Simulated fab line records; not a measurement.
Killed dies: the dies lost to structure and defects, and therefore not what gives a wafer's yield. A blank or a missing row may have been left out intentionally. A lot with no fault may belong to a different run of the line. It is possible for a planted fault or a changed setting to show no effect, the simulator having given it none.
What tool caused it? || flow sky130 || 14 lots, 42 wafers sampled, at 3 steps of a route of 708

== WHAT THE GAUGES READ, wafer by wafer ==
SKY_LDD_N_TW_MEAS_17. Usual: LDD_N_TW gives 2602 (standard deviation 18).
{"lot": "L845", "measured": "day 17 18:36", "on": "film metro-03", "LDD_N_TW": "2588 2572 2584", "flag": ""}
{"lot": "L848", "measured": "day 19 06:20", "on": "film metro-03", "LDD_N_TW": "2593 2586 2594", "flag": ""}
{"lot": "L849", "measured": "day 19 16:13", "on": "film metro-01", "LDD_N_TW": "2640 2631 2651", "flag": ""}
{"lot": "L850", "measured": "day 20 00:54", "on": "film metro-04", "LDD_N_TW": "2615 2606 2604", "flag": ""}
{"lot": "L853", "measured": "day 21 08:43", "on": "film metro-01", "LDD_N_TW": "2608 2600 2607", "flag": ""}
{"lot": "L855", "measured": "day 21 19:08", "on": "film metro-04", "LDD_N_TW": "2628 2621 2624", "flag": ""}
{"lot": "L859", "measured": "day 23 11:13", "on": "film metro-01", "LDD_N_TW": "2623 2620 2627", "flag": ""}
{"lot": "L861", "measured": "day 23 17:54", "on": "film metro-04", "LDD_N_TW": "2615 2611 2591", "flag": ""}
{"lot": "L862", "measured": "day 24 13:12", "on": "film metro-03", "LDD_N_TW": "2587 2591 2580", "flag": ""}
{"lot": "L863", "measured": "day 24 22:07", "on": "film metro-01", "LDD_N_TW": "2614 2619 2623", "flag": ""}
{"lot": "L864", "measured": "day 24 23:36", "on": "film metro-04", "LDD_N_TW": "2602 2609 2600", "flag": ""}
{"lot": "L865", "measured": "day 25 08:40", "on": "film metro-03", "LDD_N_TW": "2611 2593 2598", "flag": ""}
{"lot": "L866", "measured": "day 25 14:34", "on": "film metro-01", "LDD_N_TW": "2604 2606 2613", "flag": ""}
{"lot": "L867", "measured": "day 26 01:42", "on": "film metro-01", "LDD_N_TW": "2622 2621 2618", "flag": ""}

SKY_LDD_LDN_TW_MEAS_13. Usual: LDD_LDN_TW gives 1491 (standard deviation 7.4).
{"lot": "L845", "measured": "day 23 00:36", "on": "film metro-01", "LDD_LDN_TW": "1499 1491 1500", "flag": ""}
{"lot": "L848", "measured": "day 24 13:06", "on": "film metro-04", "LDD_LDN_TW": "1491 1494 1492", "flag": ""}
{"lot": "L849", "measured": "day 24 22:58", "on": "film metro-04", "LDD_LDN_TW": "1486 1488 1496", "flag": ""}
{"lot": "L850", "measured": "day 25 06:48", "on": "film metro-01", "LDD_LDN_TW": "1497 1505 1491", "flag": ""}
{"lot": "L853", "measured": "day 26 15:12", "on": "film metro-04", "LDD_LDN_TW": "1484 1484 1488", "flag": ""}
{"lot": "L855", "measured": "day 26 22:45", "on": "film metro-01", "LDD_LDN_TW": "1502 1498 1491", "flag": ""}
{"lot": "L859", "measured": "day 28 12:41", "on": "film metro-04", "LDD_LDN_TW": "1493 1485 1490", "flag": ""}
{"lot": "L861", "measured": "day 28 20:17", "on": "film metro-01", "LDD_LDN_TW": "1486 1492 1483", "flag": ""}
{"lot": "L862", "measured": "day 29 13:00", "on": "film metro-03", "LDD_LDN_TW": "1479 1485 1474", "flag": ""}
{"lot": "L863", "measured": "day 29 21:04", "on": "film metro-04", "LDD_LDN_TW": "1482 1484 1483", "flag": ""}
{"lot": "L864", "measured": "day 29 21:21", "on": "film metro-03", "LDD_LDN_TW": "1487 1481 1485", "flag": ""}
{"lot": "L865", "measured": "day 30 08:04", "on": "film metro-03", "LDD_LDN_TW": "1473 1477 1477", "flag": ""}
{"lot": "L866", "measured": "day 30 13:01", "on": "film metro-01", "LDD_LDN_TW": "1497 1496 1497", "flag": ""}
{"lot": "L867", "measured": "day 30 23:24", "on": "film metro-01", "LDD_LDN_TW": "1497 1497 1493", "flag": ""}

== WHAT TOOL EACH LOT RAN ON (gives the tool, then ch and the chambers of the sampled wafers, and finally the start) ==
{"lot": "L845", "SKY_LDD_N_STRIP_16": "plasma asher-02 ch 0,1, day 17 18:29"}
{"lot": "L848", "SKY_LDD_N_STRIP_16": "plasma asher-02 ch 0,1, day 19 06:14"}
{"lot": "L849", "SKY_LDD_N_STRIP_16": "plasma asher-02 ch 0,1, day 19 16:07"}
{"lot": "L850", "SKY_LDD_N_STRIP_16": "plasma asher-01 ch 0,1, day 20 00:48"}
{"lot": "L853", "SKY_LDD_N_STRIP_16": "plasma asher-02 ch 0,1, day 21 08:36"}
{"lot": "L855", "SKY_LDD_N_STRIP_16": "plasma asher-02 ch 0,1, day 21 19:02"}
{"lot": "L859", "SKY_LDD_N_STRIP_16": "plasma asher-04 ch 0,1, day 23 11:07"}
{"lot": "L861", "SKY_LDD_N_STRIP_16": "plasma asher-02 ch 0,1, day 23 17:48"}
{"lot": "L862", "SKY_LDD_N_STRIP_16": "plasma asher-04 ch 0, day 24 13:05"}
{"lot": "L863", "SKY_LDD_N_STRIP_16": "plasma asher-04 ch 0,1, day 24 22:01"}
{"lot": "L864", "SKY_LDD_N_STRIP_16": "plasma asher-01 ch 0,1, day 24 23:29"}
{"lot": "L865", "SKY_LDD_N_STRIP_16": "plasma asher-04 ch 0,1, day 25 08:35"}
{"lot": "L866", "SKY_LDD_N_STRIP_16": "plasma asher-04 ch 0,1, day 25 14:27"}
{"lot": "L867", "SKY_LDD_N_STRIP_16": "plasma asher-01 ch 0,1, day 26 01:35"}
- SKY_LDD_N_STRIP_16: strips in O2/N2.

== AS READ BY THE TOOLS THEMSELVES (means over the sampled wafers that have a number; for cases with no such wafer, the mark the record gives instead) ==
SKY_LDD_N_STRIP_16. Usual: drypump motor current A 5.6 A, standard deviation 0.5; oes product au 0.406 a.u., standard deviation 0.0044; strip time to endpoint s 4.312 s, standard deviation 0.014.
{"lot": "L845", "tool": "plasma asher-02", "drypump motor current A (A)": 5.4, "oes product au (a.u.)": 0.407, "strip time to endpoint s (s)": 4.330, "flag": ""}
{"lot": "L848", "tool": "plasma asher-02", "drypump motor current A (A)": 5.4, "oes product au (a.u.)": 0.405, "strip time to endpoint s (s)": 4.295, "flag": ""}
{"lot": "L849", "tool": "plasma asher-02", "drypump motor current A (A)": 5.6, "oes product au (a.u.)": 0.404, "strip time to endpoint s (s)": 4.292, "flag": ""}
{"lot": "L850", "tool": "plasma asher-01", "drypump motor current A (A)": 5.7, "oes product au (a.u.)": 0.411, "strip time to endpoint s (s)": 4.325, "flag": ""}
{"lot": "L853", "tool": "plasma asher-02", "drypump motor current A (A)": 5.4, "oes product au (a.u.)": 0.406, "strip time to endpoint s (s)": 4.311, "flag": ""}
{"lot": "L855", "tool": "plasma asher-02", "drypump motor current A (A)": 5.6, "oes product au (a.u.)": 0.408, "strip time to endpoint s (s)": 4.313, "flag": ""}
{"lot": "L859", "tool": "plasma asher-04", "drypump motor current A (A)": 5.9, "oes product au (a.u.)": 0.405, "strip time to endpoint s (s)": 4.305, "flag": ""}
{"lot": "L861", "tool": "plasma asher-02", "drypump motor current A (A)": 5.4, "oes product au (a.u.)": 0.406, "strip time to endpoint s (s)": 4.314, "flag": ""}
{"lot": "L862", "tool": "plasma asher-04", "drypump motor current A (A)": 5.0, "oes product au (a.u.)": 0.410, "strip time to endpoint s (s)": 4.315, "flag": ""}
{"lot": "L863", "tool": "plasma asher-04", "drypump motor current A (A)": 5.9, "oes product au (a.u.)": 0.404, "strip time to endpoint s (s)": 4.322, "flag": ""}
{"lot": "L864", "tool": "plasma asher-01", "drypump motor current A (A)": 5.4, "oes product au (a.u.)": 0.404, "strip time to endpoint s (s)": 4.327, "flag": ""}
{"lot": "L865", "tool": "plasma asher-04", "drypump motor current A (A)": 5.5, "oes product au (a.u.)": 0.404, "strip time to endpoint s (s)": 4.319, "flag": ""}
{"lot": "L866", "tool": "plasma asher-04", "drypump motor current A (A)": 5.4, "oes product au (a.u.)": 0.407, "strip time to endpoint s (s)": 4.311, "flag": ""}
{"lot": "L867", "tool": "plasma asher-01", "drypump motor current A (A)": 5.7, "oes product au (a.u.)": 0.408, "strip time to endpoint s (s)": 4.317, "flag": ""}

== THE ANSWER, worked out from the rows above alone ==
Rule: a lot counts as off when the mean over its wafers that have a number is more than 3 standard deviations away from the usual mean. Also off: a lot with no number at a reading for which 4 or more lots have one. The other lots that the step has rows for count as sound. Order of review: gauges by route order, followed by the tools' own readings, for which a lot's mean as printed above is used. The first step at which some lot is off is used, and at that step the reading that is off furthest; a lot without a number counts as furthest.
No lot is off on any of the readings shown, so nothing can be concluded from this.

== WHAT THE SIMULATOR HAD INSERTED ==
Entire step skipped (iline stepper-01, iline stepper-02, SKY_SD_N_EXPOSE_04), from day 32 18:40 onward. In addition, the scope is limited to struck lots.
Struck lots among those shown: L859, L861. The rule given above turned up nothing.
